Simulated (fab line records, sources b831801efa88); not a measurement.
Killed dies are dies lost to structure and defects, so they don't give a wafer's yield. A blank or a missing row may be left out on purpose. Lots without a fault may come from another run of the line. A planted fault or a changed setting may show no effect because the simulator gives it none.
A struck lot beside a sound one | flow sky130 | 20 steps out of a route of 708
Sound: wafers L506.1, L506.5, L506.6. Struck: wafers L501.2, L501.3, L501.4. The cause comes at the end.
At each step with rows: each side's tool, then ch and its chambers, then its first start. Under that, the readings that differ: sound wafers | struck wafers | difference of the means | sigmas: that difference in standard deviations of wafers without a fault.
alike: readings whose means differ by less than 2 such deviations, and words and numbers that are the same on both sides. not compared: withheld readings, readings that some wafer has no value for, bounds like >300 that may hide the same value, and numbers for which the record gives no deviation and whose values overlap.
The two part at a step that has a row with sigmas, a row that says differs or no value, or rows on one side only. Numbers that don't overlap but have no deviation are shown without sigmas and don't part them. A reading that every wafer of one side lacks parts them only if that side has two wafers or more.

SKY_RES_XHIGH_STRIP_08: strips in O2/N2.
  sound on plasma_asher-03 ch 0,1, day 33 01:36; struck on plasma_asher-02 ch 0,1, day 32 16:48
  alike: drypump_motor_current_A, oes_product_au, strip_time_to_endpoint_s
  not compared: rf_hours_counter_h
SKY_RES_XHIGH_TW_MEAS_09:
  sound on film_metro-02, day 33 01:42; struck on film_metro-02, day 32 16:55
  alike: RES_XHIGH_TW
then, 7 steps without rows for these wafers: SKY_SD_N_DEHYDRATE_00 (time 60 s); SKY_SD_N_HMDS_01 (prime time 60 s); SKY_SD_N_COAT_02 (resist thk 1140 nm); SKY_SD_N_SOFTBAKE_03 (time 60 s); SKY_SD_N_EXPOSE_04 (exposes mask NSDM, target cd 380 nm); SKY_SD_N_PEB_05; SKY_SD_N_DEVELOP_06 (develop time 60 s).
SKY_SD_N_CD_MEAS_07: target cd 380 nm.
  sound on cd_sem-01, day 34 03:56; struck on cd_sem-02, day 33 19:07
  alike: cd_nm
SKY_SD_N_OVL_MEAS_08:
  sound on overlay-02, day 34 04:04; struck on overlay-02, day 33 19:14
  alike: SD_N_OVL
then, 1 step without rows for these wafers: SKY_SD_N_IMPLANT_09.
SKY_SD_N_IMPLANT_10:
  sound on implanter-01 ch 0, day 34 04:14; struck on implanter-03 ch 0, day 33 19:45
  alike: beam_on_s, end_station_pressure_torr
SKY_SD_N_STRIP_11: strips in O2/N2.
  sound on plasma_asher-02 ch 0,1, day 34 04:23; struck on plasma_asher-02 ch 0,1, day 33 19:53
  alike: drypump_motor_current_A, oes_product_au, strip_time_to_endpoint_s
  not compared: rf_hours_counter_h
SKY_SD_N_TW_MEAS_12:
  sound on film_metro-02, day 34 04:29; struck on film_metro-04, day 33 19:59
  alike: SD_N_TW
then, 1 step without rows for these wafers: SKY_SD_N_CLEAN_13 (cleans in SC1/SC2, time 150 s).
SKY_SD_N_RTA_14: time 2 s.
  sound on rtp_anneal-01 ch 0, day 34 04:36; struck on rtp_anneal-01 ch 0, day 33 20:05
  alike: lamp_power_pct, ramp_up_c_per_s, wafer_temp_C_max
SKY_SD_N_RS_MEAS_16: measures by four-point-probe.
  sound on film_metro-02, day 34 04:49; struck on film_metro-02, day 33 20:17
  reading          | sound             | struck            | difference | sigmas
  SD_N_RS (ohm/sq) | 68.38 68.44 68.47 | 65.73 65.86 65.80 | -2.63      | -24
SKY_SD_N_RS_MEAS_17: measures by four-point-probe.
  sound on film_metro-02, day 34 04:56; struck on film_metro-02, day 33 20:24
  alike: SD_P_RS
-- the record jumps here: 16 days lie between the struck wafers' starts before and after (it left off in module SD_N and takes up again in module PAD_OPEN, whose first step shown is number 708 of the route) --
SKY_PAD_OPEN_PROBE_99:
  sound on prober-01, day 50 07:34; struck on prober-01, day 49 21:35
  reading                                 | sound           | struck            | difference | sigmas
  model.etest.sonos_uncharged.r_on_ohm_um | 811 796.5 801.4 | 776 790.1 786     | -19        |
  model.etest.res_ndiff.rs_ohm_sq         | 119.8 119.8 119 | 118.9 118.8 118.4 | -0.8       |
  model.etest.res_ndiff_hv.rs_ohm_sq      | 114 114.3 113.5 | 111.9 112.7 112.8 | -1.5       |
  alike: killed_at_M0_to_M3, killed_at_M4_up, killed_at_contacts, killed_at_front_end, killed_at_other, killed_dies, killed_open, killed_short

WHERE THEY PART
Only at SKY_SD_N_RS_MEAS_16, within this record. Later steps at which nothing parts them and some readings are alike: SKY_SD_N_RS_MEAS_17, SKY_PAD_OPEN_PROBE_99.

WHY: what the simulator had put in
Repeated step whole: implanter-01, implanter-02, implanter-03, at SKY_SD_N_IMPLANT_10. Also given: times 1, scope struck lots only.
